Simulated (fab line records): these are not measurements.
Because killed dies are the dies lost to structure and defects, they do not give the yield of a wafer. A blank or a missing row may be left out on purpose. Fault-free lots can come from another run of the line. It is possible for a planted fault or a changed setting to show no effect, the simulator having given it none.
A lot that was struck, set against a sound lot || flow sky130 || 44 steps out of a route of 708
Sound: the wafers L249.1, L249.4, L249.5. Struck: wafers L253.1, L253.5, L253.6. The cause is given at the end.
At each step with rows: each side's tool, then ch and its chambers, then its first start. Under that, the readings that differ: sound wafers || struck wafers || difference of the means || sigmas: that difference in standard deviations of wafers without a fault.
alike: readings with means less than 2 such deviations apart, plus words and numbers identical on both sides. not compared: withheld readings, readings lacking a value on some wafer, bounds such as >300 that could conceal the same value, and numbers that have no deviation in the record and whose values overlap.
The two part at a step that has a row with sigmas, a row that says differs or no value, or rows on one side only. When numbers do not overlap yet have no deviation, they are printed without sigmas and do not part them. A reading missing from all wafers of one side parts the sides only when that side holds two or more wafers.

first, 2 steps without rows for these wafers: SKY_DNWELL_DEVELOP_06 (develop time 60 s); SKY_DNWELL_IMPLANT_07.
SKY_DNWELL_STRIP_08: strips in O2/N2.
  sound on plasma asher-03 ch 0,1, day 3 09:25; struck on plasma asher-04 ch 0,1, day 4 08:06
  alike: drypump motor current A, oes product au, strip time to endpoint s
  not compared: rf hours counter h
SKY_DNWELL_TW_MEAS_09:
  sound on film metro-01 at day 3 09:31; struck on film metro-01 at day 4 08:12
  alike: DNWELL_TW
then, 7 steps without rows for these wafers: SKY_PWDE_DEHYDRATE_00 (time 60 s); SKY_PWDE_HMDS_01 (prime time 60 s); SKY_PWDE_COAT_02 (resist thk 3000 nm); SKY_PWDE_SOFTBAKE_03; SKY_PWDE_EXPOSE_04 (exposes mask PWDEM, target cd 840 nm); SKY_PWDE_PEB_05; SKY_PWDE_DEVELOP_06 (develop time 60 s).
SKY_PWDE_OVL_MEAS_07:
  sound on overlay-01 at day 4 02:04; struck on overlay-02 at day 5 01:19
  alike: PWDE_OVL
SKY_PWDE_IMPLANT_08:
  sound on implanter-02 ch 0, day 4 02:05; struck on implanter-02 ch 0, day 5 01:20
SKY_PWDE_STRIP_09: strips in O2/N2.
  sound on plasma asher-04 ch 0,1, day 4 02:14; struck on plasma asher-02 ch 0,1, day 5 01:29
  alike: drypump motor current A, oes product au, strip time to endpoint s
  not compared: rf hours counter h
SKY_PWDE_TW_MEAS_10:
  sound on film metro-01 at day 4 02:20; struck on film metro-01 at day 5 01:35
  alike: PWDE_TW
then, 7 steps without rows for these wafers: SKY_NWELL_DEHYDRATE_03 (time 60 s); SKY_NWELL_HMDS_04 (prime time 60 s); SKY_NWELL_COAT_05 (resist thk 3000 nm); SKY_NWELL_SOFTBAKE_06; SKY_NWELL_EXPOSE_07 (exposes mask NWM, target cd 840 nm); SKY_NWELL_PEB_08; SKY_NWELL_DEVELOP_09 (develop time 60 s).
SKY_NWELL_OVL_MEAS_10:
  sound on overlay-02 at day 4 19:28; struck on overlay-02 at day 5 20:04
  alike: NWELL_00_OVL
then, 3 steps without rows for these wafers: SKY_NWELL_IMPLANT_11; SKY_NWELL_IMPLANT_12; SKY_NWELL_IMPLANT_13.
SKY_NWELL_STRIP_14: strips in O2/N2.
  sound on plasma asher-03 ch 0,1, day 4 19:57; struck on plasma asher-01 ch 0,1, day 5 20:33
  alike: drypump motor current A, oes product au, strip time to endpoint s
  not compared: rf hours counter h
SKY_NWELL_TW_MEAS_15:
  sound on film metro-01 at day 4 20:03; struck on film metro-03 at day 5 20:39
{"reading": "NWELL_TW", "sound": "1812 1809 1819", "struck": "1857 1859 1857", "difference": "+44", "sigmas": "+2"}
then, 7 steps without rows for these wafers: SKY_NWELL_DEHYDRATE_16 (time 60 s); SKY_NWELL_HMDS_17 (prime time 60 s); SKY_NWELL_COAT_18 (resist thk 3000 nm); SKY_NWELL_SOFTBAKE_19; SKY_NWELL_EXPOSE_20 (exposes mask NWM COMPLEMENT, target cd 840 nm); SKY_NWELL_PEB_21; SKY_NWELL_DEVELOP_22 (develop time 60 s).
SKY_NWELL_OVL_MEAS_23:
  sound on overlay-01 at day 5 13:24; struck on overlay-02 at day 6 14:34
  alike: NWELL_01_OVL
then, 1 step without rows for these wafers: SKY_NWELL_IMPLANT_24.
SKY_NWELL_STRIP_25: strips in O2/N2.
  sound on plasma asher-03 ch 0,1, day 5 13:35; struck on plasma asher-01 ch 0,1, day 6 14:45
  alike: drypump motor current A, oes product au, strip time to endpoint s
  not compared: rf hours counter h
SKY_NWELL_TW_MEAS_26:
  sound on film metro-04 at day 5 13:41; struck on film metro-03 at day 6 14:51
{"reading": "NWELL_2_TW", "sound": "493 490 490", "struck": "509 508 512", "difference": "+19", "sigmas": "+3"}
then, 1 step without rows for these wafers: SKY_NWELL_CLEAN_27 (cleans in SC1/SC2, time 150 s).
SKY_NWELL_RTA_28: time 30 s.
  sound on rtp anneal-01 ch 0, day 5 13:48; struck on rtp anneal-01 ch 0, day 6 14:58
  alike: lamp power pct, wafer_temp_C_max
SKY_NWELL_RS_MEAS_29: a four-point-probe measurement.
  sound on film metro-03 at day 5 13:54; struck on film metro-01 at day 6 15:04
  alike: NWELL_RS
SKY_NWELL_RS_MEAS_31: a four-point-probe measurement.
  sound on film metro-03 at day 5 14:08; struck on film metro-01 at day 6 15:18
{"reading": "PWDE_RS (ohm/sq)", "sound": "5305 5308 5301", "struck": "5496 5485 5486", "difference": "+184", "sigmas": "+7"}
-- the record jumps here: 41 days lie between the struck wafers' starts before and after (it left off in module NWELL and takes up again in module PAD_OPEN, whose first step shown is number 708 of the route) --
SKY_PAD_OPEN_PROBE_99:
  sound on prober-02 at day 45 21:55; struck on prober-02 at day 47 08:10
{"reading": "model.etest.res pwde under gate.rs ohm sq", "sound": "6172 6184 6182", "struck": "6673 6645 6674", "difference": "+485", "sigmas": ""}
  alike: killed_at_M0_to_M3, killed_at_M4_up, killed at contacts, killed at front end, killed at other, killed dies, killed open, killed short
  not compared: model.etest.res_p_drift_20v.line ohm um, model.etest.res_p_drift_20v.rs ohm sq

== WHERE THEY PART ==
At SKY_NWELL_TW_MEAS_15 first; at SKY_NWELL_RS_MEAS_31 last (within this record only). Later steps at which nothing parts them and some readings are alike: SKY_PAD_OPEN_PROBE_99.

WHY: what had been put in by the simulator
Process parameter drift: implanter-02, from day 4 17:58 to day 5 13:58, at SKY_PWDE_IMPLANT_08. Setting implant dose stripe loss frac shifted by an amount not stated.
